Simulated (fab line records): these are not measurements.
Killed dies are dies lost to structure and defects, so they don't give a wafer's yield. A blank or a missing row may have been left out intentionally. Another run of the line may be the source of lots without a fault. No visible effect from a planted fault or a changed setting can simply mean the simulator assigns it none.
A lot that was struck, set against a sound lot ; flow sky130 ; 16 out of 708 route steps
Sound: these wafers, L942.1, L942.4, L942.5. Struck: wafer L934.3 (left out: L934.2, L934.4 of the same lot, which were not struck); the cause appears at the end.
For every step that has rows: the tool of each side, followed by ch and its chambers, followed by its first start. Under that, the readings that differ: sound wafers ; struck wafers ; difference of the means ; sigmas: that difference in standard deviations of wafers without a fault.
alike: a reading whose means differ by less than 2 such deviations, as well as words and numbers matching on both sides. not compared: withheld readings; readings where some wafer has no value; bounds like >300 that might hide an equal value; numbers whose values overlap and for which the record gives no deviation.
A row with sigmas, a row that says differs or no value, or rows on one side alone: a step with any of these is where the two part. Non-overlapping numbers with no deviation appear without sigmas and do not part them. Lack of a reading on every wafer of one side parts them only where that side has two or more wafers.

first, 2 steps without rows for these wafers: SKY_METAL3_PEB_11; SKY_METAL3_DEVELOP_12 (develop time 60 s).
SKY_METAL3_CD_MEAS_13: the cd target is 300 nm.
  sound on cdSem-01, day 43 20:59; struck on cdSem-01, day 42 07:04
  alike: cdNm
SKY_METAL3_OVL_MEAS_14:
  sound on overlay-01, day 43 21:07; struck on overlay-01, day 42 07:11
  alike: METAL3_OVL
SKY_METAL3_DESCUM_15: chemistry O2, time 8 s.
  sound on rieMetal-04 ch 0,1, day 43 21:08; struck on rieMetal-04 ch 0, day 42 07:13
  alike: drypumpMotorCurrentA, oesProductAu, tempC
  not compared: rfHoursCounterH
SKY_METAL3_ETCH_16: etches BARC in N2/H2, stops on SiO2, time 88.2 s, target depth 60 nm.
  sound on rieMetal-04 ch 0,1, day 43 21:10; struck on rieMetal-04 ch 0, day 42 07:14
  alike: drypumpMotorCurrentA, oesProductAu, throttleValvePct
  not compared: rfHoursCounterH
SKY_METAL3_ETCH_17: etches SiO2 in C4F8/O2/Ar, stops on TiN, time 3.9 s, target depth 15 nm.
  sound on rieDiel-02 ch 0,1, day 43 21:16; struck on rieDiel-02 ch 2, day 42 07:20
  alike: oesProductAu
  not compared: rfHoursCounterH
SKY_METAL3_METAL_ETCH_18: etches the open film in Cl2/BCl3, stops on SiO2, target depth 845 nm, time 183.1 s.
  sound on rieMetal-03 ch 0, day 43 21:17; struck on rieMetal-02 ch 0, day 42 07:22
  alike: drypumpMotorCurrentA, oesProductAu, throttleValvePct
  not compared: rfHoursCounterH
then, 4 steps without rows for these wafers: SKY_METAL3_STRIP_19 (strips in O2/N2); SKY_METAL3_STRIP_20 (strips in post etch residue remover, time 1200 s); SKY_METAL3_CLEAN_21 (cleans in IPA, time 180 s); SKY_METAL3_CLEAN_22 (cleans in O3/DIW).
SKY_VIA3_HDPCVD_00: deposits SiO2, target thk 1635 nm, time 272.5 s.
  sound on hdpcvd-01 ch 1,2, day 43 22:16; struck on hdpcvd-02 ch 0, day 42 08:13
reading;sound;struck;difference;sigmas
runLengthS (s);300.9 301.3 300.7;276.0;-25.0;-42
model.SiO2_of_VIA3_HDPCVD_00.thkNm (nm);1633 1639 1616;1497;-132;
SKY_VIA3_THK_MEAS_01:
  sound on filmMetro-04, day 43 22:26; struck on filmMetro-04, day 42 08:24
reading;sound;struck;difference;sigmas
VIA3_HDPCVD_THK (nm);1633 1641 1615;1498;-132;-7
SKY_VIA3_CMP_02: polishes SiO2.
  sound on cmp-01 ch 2,3, day 43 22:33; struck on cmp-02 ch 1, day 42 08:27
reading;sound;struck;difference;sigmas
motorCurrentA (A);11.5 11.0 11.5;13.8;+2.5;+2
SKY_PAD_OPEN_PROBE_99:
  sound wafers here have rows in the record (prober-02, day 50 02:05); struck ones have none

## WHERE THEY PART
At SKY_VIA3_HDPCVD_00 first; at SKY_PAD_OPEN_PROBE_99 last (within this record only).

WHY: what had been put in by the simulator
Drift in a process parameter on hdpcvd-02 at SKY_VIA3_HDPCVD_00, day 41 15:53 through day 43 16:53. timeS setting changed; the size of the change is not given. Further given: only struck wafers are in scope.
